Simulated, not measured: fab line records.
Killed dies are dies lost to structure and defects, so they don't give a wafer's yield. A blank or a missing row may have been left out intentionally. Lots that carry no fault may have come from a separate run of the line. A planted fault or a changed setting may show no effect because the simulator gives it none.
Struck lot and sound lot, side by side -- flow sky130 -- 15 out of 708 route steps
Sound: wafers L273.1, L273.4, L273.6. The struck wafers were L284.1, L284.3, L284.5. The cause comes at the end.
For every step that has rows: the tool of each side, followed by ch and its chambers, followed by its first start. Under that, the readings that differ: sound wafers -- struck wafers -- difference of the means -- sigmas: that difference in standard deviations of wafers without a fault.
alike: same words and numbers on both sides, and readings whose means sit less than 2 such deviations apart. not compared: any withheld reading, any reading some wafer has no value for, any bound like >300 that may hide the same value, and any number with overlapping values for which the record gives no deviation.
Wherever a step has rows on one side only, a row that says differs or no value, or a row with sigmas, the two part there. Non-overlapping numbers with no deviation appear without sigmas and do not part them. A reading missing from all wafers of one side parts the sides only when that side holds two or more wafers.

first, 2 steps without rows for these wafers: SKY_PASSIVATION_PEB_09; SKY_PASSIVATION_DEVELOP_10 (develop time 60 s).
SKY_PASSIVATION_ETCH_11: etches the open film in CF4/O2, stops on AlCu, target depth 725 nm, time 161.1 s.
  sound on rie diel-03 ch 0,1, day 45 22:52; struck on rie diel-01 ch 0,1, day 48 08:55
  alike: O2_flow_sccm, drypump motor current A, oes product au, rf fwd power W, throttle valve pct
  not compared: rf hours counter h
SKY_PASSIVATION_STRIP_12: strips in O2/N2.
  sound on plasma asher-04 ch 0,1, day 45 22:58; struck on plasma asher-02 ch 0,1, day 48 09:01
  alike: chamber pressure mTorr, drypump motor current A, oes product au, strip time to endpoint s
  not compared: rf hours counter h
then, 7 steps without rows for these wafers: SKY_PAD_OPEN_DEHYDRATE_00 (time 60 s); SKY_PAD_OPEN_HMDS_01 (prime time 60 s); SKY_PAD_OPEN_COAT_02 (resist thk 3000 nm); SKY_PAD_OPEN_SOFTBAKE_03; SKY_PAD_OPEN_EXPOSE_04 (exposes mask PDM, target cd 60000 nm); SKY_PAD_OPEN_PEB_05; SKY_PAD_OPEN_DEVELOP_06 (develop time 60 s).
SKY_PAD_OPEN_ETCH_07: etches the open film in CF4/O2, stops on AlCu, target depth 725 nm, time 161.1 s.
  sound on rie diel-02 ch 1,2, day 46 19:44; struck on rie diel-02 ch 0,1,3, day 49 03:04
  alike: O2_flow_sccm, drypump motor current A, oes product au, rf fwd power W, throttle valve pct
  not compared: rf hours counter h
SKY_PAD_OPEN_STRIP_08: strips in O2/N2.
  sound on plasma asher-02 ch 0,1, day 46 19:50; struck on plasma asher-02 ch 0, day 49 03:10
  no value came back on the struck wafers for chamber pressure mTorr (mTorr), drypump motor current A (A), oes product au (a.u.), strip time to endpoint s (s); on the sound wafers chamber pressure mTorr (mTorr) reads 1498.1 1500.5 1498.6
reading,sound,struck,difference,sigmas
model.coat_of_PAD_OPEN_COAT_02.thk nm (nm),0 0 0,3004 3006 3007,+3006,
  not compared: rf hours counter h
then, 1 step without rows for these wafers: SKY_PAD_OPEN_STRIP_09 (strips in post etch residue remover, time 1200 s).
SKY_PAD_OPEN_PROBE_99:
  the record has rows for the struck wafers here (prober-01, day 49 05:25) and none for the sound ones

WHERE THEY PART
Earliest at SKY_PAD_OPEN_STRIP_08; latest, in this record, at SKY_PAD_OPEN_PROBE_99.

WHY: the cause the simulator had injected
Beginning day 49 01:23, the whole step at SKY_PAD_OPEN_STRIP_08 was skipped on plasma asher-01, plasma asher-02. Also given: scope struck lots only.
